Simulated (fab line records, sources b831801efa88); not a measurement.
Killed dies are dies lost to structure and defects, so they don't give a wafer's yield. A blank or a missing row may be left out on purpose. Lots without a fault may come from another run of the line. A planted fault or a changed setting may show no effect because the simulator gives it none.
Which tool did it? | flow sky130 | 11 lots, 33 wafers sampled, at 3 steps of a route of 708

WHAT THE GAUGES READ, wafer by wafer
SKY_METAL1_RS_MEAS_05: measures by four-point-probe.
lot  | measured     | on            | METAL1_ALCU_RS (ohm/sq)
L790 | day 31 06:50 | film_metro-04 | 0.1347 0.1331 0.1320
L792 | day 32 04:52 | film_metro-03 | 0.1279 0.1289 0.1304
L793 | day 32 12:15 | film_metro-03 | 0.1304 0.1315 0.1321
L796 | day 33 13:34 | film_metro-03 | 0.1297 0.1301 0.1320
L800 | day 34 21:19 | film_metro-01 | 0.1377 0.1338 0.1370
L805 | day 36 11:33 | film_metro-04 | 0.1293 0.1298 0.1308
L806 | day 37 10:08 | film_metro-04 | 0.1329 0.1333 0.1310
L807 | day 38 14:26 | film_metro-01 | 0.1320 0.1343 0.1333
L809 | day 38 15:31 | film_metro-01 | 0.1327 0.1324 0.1342
L811 | day 38 15:52 | film_metro-01 | 0.1330 0.1301 0.1320
L812 | day 38 21:08 | film_metro-01 | 0.1322 0.1324 0.1345

WHICH TOOL RAN EACH LOT (tool, then ch and the chambers of the sampled wafers, then the start)
lot  | SKY_CONTACT_ETCH_17                | SKY_CONTACT_STRIP_19
L790 | rie_diel-04 ch 1,2, day 31 05:19   | plasma_asher-04 ch 0,1, day 31 05:25
L792 | rie_diel-01 ch 1,2,3, day 32 03:22 | plasma_asher-01 ch 0,1, day 32 03:28
L793 | rie_diel-04 ch 0,1,3, day 32 10:44 | plasma_asher-03 ch 0,1, day 32 10:49
L796 | rie_diel-04 ch 0,1,2, day 33 12:05 | plasma_asher-03 ch 0,1, day 33 12:10
L800 | rie_diel-01 ch 1,2,3, day 34 19:50 | plasma_asher-03 ch 0,1, day 34 19:55
L805 | rie_diel-04 ch 0,1,3, day 36 10:01 | plasma_asher-04 ch 0,1, day 36 10:06
L806 | rie_diel-02 ch 1,2,3, day 37 08:37 | plasma_asher-03 ch 0,1, day 37 08:43
L807 | rie_diel-04 ch 0,1, day 38 12:37   | plasma_asher-01 ch 0,1, day 38 12:42
L809 | rie_diel-02 ch 1,2, day 38 13:32   | plasma_asher-03 ch 0, day 38 13:41
L811 | rie_diel-02 ch 1,2,3, day 38 14:14 | plasma_asher-04 ch 0,1, day 38 14:21
L812 | rie_diel-02 ch 1,2,3, day 38 19:37 | plasma_asher-01 ch 0,1, day 38 19:42
- SKY_CONTACT_ETCH_17: etches SiO2 in C4F8/O2/Ar, stops on Si3N4, target depth 340 nm.
- SKY_CONTACT_STRIP_19: strips in O2/N2.

THE ANSWER, worked out from the rows above alone
Rule: what is usual is taken from the lots themselves. Put in order of their means at a reading, lots are off if they are a third of the lots or fewer, leave a main group of 4 or more, and stand apart from it by a gap of 3 or more times the standard deviation of the main group's means; of several such gaps the widest counts. A main group whose means are all the same, to the digits that the tables above print for the reading, isn't used. A lot without any number at a reading at which 4 lots or more have one is off too. The other lots that the step has rows for count as sound.
No lot is off at any reading shown: from this, nothing can be told.

WHAT THE SIMULATOR HAD PUT IN
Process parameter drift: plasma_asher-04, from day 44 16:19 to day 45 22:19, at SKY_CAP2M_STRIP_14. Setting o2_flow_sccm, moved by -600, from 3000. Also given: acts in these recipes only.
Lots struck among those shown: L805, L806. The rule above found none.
